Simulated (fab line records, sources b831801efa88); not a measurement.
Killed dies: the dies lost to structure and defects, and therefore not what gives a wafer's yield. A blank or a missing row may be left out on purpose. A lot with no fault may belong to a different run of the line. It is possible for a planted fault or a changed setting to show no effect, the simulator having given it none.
Split-lot experiment -- flow sfq line -- 8 wafers read from 4 lots, route of 325 steps

== THE SPLIT ==
At SFQ_TRILAYER_I1_VIA_LITHO_COAT_054 (resist thk 62 nm), the setting spin rpm was moved away from the recipe's 3000 rpm on 2 of the 8 wafers read, by -3.5% to +3.6%. The other wafers ran this setting at the recipe's value.

== FROM THE SPLIT TO THE READING: what the file shows between them, 3 steps ==
- SFQ_TRILAYER_I1_VIA_LITHO_COAT_049: resist thk 650 nm
- SFQ_TRILAYER_I1_VIA_LITHO_SOFTBAKE_053
- SFQ_TRILAYER_I1_VIA_LITHO_DEVELOP_051: time 60 s

== THE READING ==
etch.depth nm (the simulator's own value, which no gauge read), in nm, at SFQ_TRILAYER_I1_VIA_BARC_OPEN_VIA_ETCH_071 (etches BARC in O2, target depth 125 nm, time 41.7 s). No usual value for it is given in the file. The 6 wafers here that ran the recipe average 62.04 nm, standard deviation 0.16 nm.

wafer,"tool, chamber at the split","spin rpm as run, rpm",against the recipe,"etch.depth nm, nm",against lot-mates on the recipe
L078.4,"litho track-04, 0",3109,+3.6%,60.72,-1.04
L078.5,"litho track-04, 0",3000,recipe,61.76,-
L079.2,"litho track-03, 0",3000,recipe,62,-
L080.3,"litho track-04, 0",3000,recipe,62.12,-
L080.6,"litho track-04, 0",3000,recipe,62.12,-
L080.5,"litho track-04, 0",3000,recipe,61.96,-
L084.1,"litho track-03, 0",3000,recipe,62.28,-
L084.3,"litho track-03, 0",2894,-3.5%,63.46,+1.18

FIT RESULTS
A straight line over all 8 wafers: etch.depth nm changes by -0.382 nm for each +1% of spin rpm; r = -0.98; the points scatter about the line by 0.17 nm.
The same after taking each lot's own level away (the mean of its wafers on the recipe; 8 wafers): -0.31 nm for each +1%; r = -0.99; scatter 0.068 nm.
On that fit, the largest move of spin rpm shifts the reading by 1.1 nm.
The span of the lots' own levels, 61.760 to 62.280 nm, comes to 3.2 times the standard deviation stated above.
In other words, the slope is changed by the lot-to-lot level; the two fits disagree.
Check: with one of the wafers moved furthest among these (+3.6%) left out of the fit, the line predicts -1.21 nm for it against its lot-mates. Against them it came out at -1.04 nm.

== ADDITIONAL SPLITS CARRIED BY THESE WAFERS ==
Note: prior to the reading, these wafers also went through further splits. Each is held against what the fit with the lots' levels taken away leaves over:
other split on the same wafers,wafers away from the commonest value,r with etch.depth nm (lot level and that fit taken away)
SFQ_TRILAYER_INCOMING_OXIDATION_002 ox time s,5,+0.01
SFQ_TRILAYER_L0_LITHO_COAT_005 spin rpm,2,+0.34
SFQ_TRILAYER_L0_BARC_OPEN_METAL_ETCH_010 icp w,0,-
SFQ_TRILAYER_L0_VIA_LITHO_COAT_018 spin rpm,1,-0.42
SFQ_TRILAYER_M0_DEP_SPUTTER_019 time s,0,-
SFQ_TRILAYER_M0_BARC_OPEN_METAL_ETCH_031 bias w,1,-0.14
SFQ_TRILAYER_I0_DEP_PECVD_027 time s,2,-0.40
SFQ_TRILAYER_I0_VIA_LITHO_COAT_031 spin rpm,0,-
SFQ_TRILAYER_I0_VIA_ETCH_VIA_ETCH_034 source w,2,-0.07
SFQ_TRILAYER_I1_CMP_CMP_046 leave above ref nm,2,+0.31

== THE WHOLE CHAIN: every reading that the file lists as answering this split, in the file's order ==
step,what it does,reading,change (the file's fit),r (the file's)
SFQ_TRILAYER_I1_VIA_LITHO_COAT_054,resist thk 62 nm,"BARC_of_TRILAYER_I1_VIA_LITHO_COAT_054.thk nm (the simulator's own value, which no gauge read)",-0.298 nm for each +1% of the setting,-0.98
SFQ_TRILAYER_I1_VIA_BARC_OPEN_VIA_ETCH_071,"etches BARC in O2, target depth 125 nm, time 41.7 s","etch.depth nm (the simulator's own value, which no gauge read)",-0.309 nm for each +1% of the setting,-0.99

== FILE'S OWN FIT ==
etch.depth nm changes by -0.309 nm for each +1% of spin rpm, r = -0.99.
